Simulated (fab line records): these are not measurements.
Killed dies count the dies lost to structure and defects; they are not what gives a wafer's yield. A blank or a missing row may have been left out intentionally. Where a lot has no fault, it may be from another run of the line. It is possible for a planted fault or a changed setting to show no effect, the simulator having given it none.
Struck lot and sound lot, side by side / flow sky130 / 17 out of 708 route steps
Sound: wafers L557.2, L557.3, L557.6. Struck: wafers L570.2, L570.3, L570.6. The cause is given at the end.
For every step that has rows: the tool of each side, followed by ch and its chambers, followed by its first start. Under that, the readings that differ: sound wafers / struck wafers / difference of the means / sigmas: that difference in standard deviations of wafers without a fault.
alike: words and numbers the same on both sides, and readings whose means are apart by under 2 such deviations; not compared: readings that were withheld, readings missing a value for some wafer, numbers with overlapping values and no deviation given by the record, and bounds like >300 which may hide the same value.
The two part at a step that has a row with sigmas, a row that says differs or no value, or rows on one side only. Numbers that don't overlap but have no deviation are shown without sigmas and don't part them. A reading that every wafer of one side lacks parts them only if that side has two wafers or more.

first, 9 steps without rows for these wafers: SKY_CAP2M_CLEAN_17 (cleans in O3/DIW); SKY_METAL4_DEHYDRATE_05 (time 60 s); SKY_METAL4_HMDS_06 (prime time 60 s); SKY_METAL4_COAT_07 (resist thk 60 nm); SKY_METAL4_COAT_08 (resist thk 1140 nm); SKY_METAL4_SOFTBAKE_09 (time 90 s); SKY_METAL4_EXPOSE_10 (exposes mask MM4, target cd 300 nm); SKY_METAL4_PEB_11; SKY_METAL4_DEVELOP_12 (develop time 60 s).
SKY_METAL4_CD_MEAS_13: the cd target is 300 nm.
  struck on cd-sem-02, day 46 11:38; sound on cd-sem-01, day 42 22:40
  alike: cd-nm
SKY_METAL4_OVL_MEAS_14:
  struck on overlay-02, day 46 11:44; sound on overlay-01, day 42 22:46
reading=METAL4_OVL (nm); sound=-6 -3 -3; struck=8 9 2; difference=+10; sigmas=+2
SKY_METAL4_DESCUM_15: chemistry O2, time 8 s.
  sound on rie-metal-02 ch 0,1, day 42 22:48; struck on rie-metal-02 ch 0,1, day 46 11:46
  alike: drypump-motor-current-A, oes-product-au
  not compared: rf-hours-counter-h
SKY_METAL4_ETCH_16: etches BARC in N2/H2, stops on SiO2, time 88.2 s, target depth 60 nm.
  sound on rie-metal-02 ch 0,1, day 42 22:50; struck on rie-metal-02 ch 0,1, day 46 11:48
reading=model.KrF-thick_of_METAL4_COAT_08.thk-nm (nm); sound=1075 1078 1080; struck=1095 1092 1093; difference=+16; sigmas=
reading=model.METAL4.cd-nm (nm); sound=299.9 301.3 301.1; struck=305.3 306.7 305.7; difference=+5.1; sigmas=
  alike: drypump-motor-current-A, oes-product-au, throttle-valve-pct
  not compared: rf-hours-counter-h
SKY_METAL4_ETCH_17: etches SiO2 in C4F8/O2/Ar, stops on TiN, time 3.9 s, target depth 15 nm.
  sound on rie-diel-04 ch 1,2, day 42 22:56; struck on rie-diel-04 ch 0,3, day 46 11:54
reading=model.METAL4.cd-nm (nm); sound=299.8 301.3 301.1; struck=305.3 306.7 305.6; difference=+5.1; sigmas=
  alike: oes-product-au
  not compared: rf-hours-counter-h
SKY_METAL4_METAL_ETCH_18: etches the open film in Cl2/BCl3, stops on SiO2, target depth 845 nm, time 183.1 s.
  sound on rie-metal-03 ch 0,1, day 42 22:57; struck on rie-metal-01 ch 0,1, day 46 11:55
reading=model.KrF-thick_of_METAL4_COAT_08.thk-nm (nm); sound=529.1 535.1 529.4; struck=546 554.2 557.1; difference=+21; sigmas=
  alike: drypump-motor-current-A, oes-product-au, throttle-valve-pct
  not compared: rf-hours-counter-h
SKY_METAL4_STRIP_19: strips in O2/N2.
  sound on plasma-asher-01 ch 0,1, day 42 23:07; struck on plasma-asher-03 ch 0,1, day 46 12:05
reading=strip-time-to-endpoint-s (s); sound=6.55 6.60 6.54; struck=6.73 6.81 6.84; difference=+0.23; sigmas=+2
  alike: drypump-motor-current-A, oes-product-au
  not compared: rf-hours-counter-h
SKY_PAD_OPEN_PROBE_99:
  the record has rows for the sound wafers here (prober-02, day 46 23:14) and none for the struck ones

== WHERE THEY PART ==
Last at SKY_PAD_OPEN_PROBE_99 as far as this record goes, first at SKY_METAL4_OVL_MEAS_14.

WHY: whatever the simulator had introduced
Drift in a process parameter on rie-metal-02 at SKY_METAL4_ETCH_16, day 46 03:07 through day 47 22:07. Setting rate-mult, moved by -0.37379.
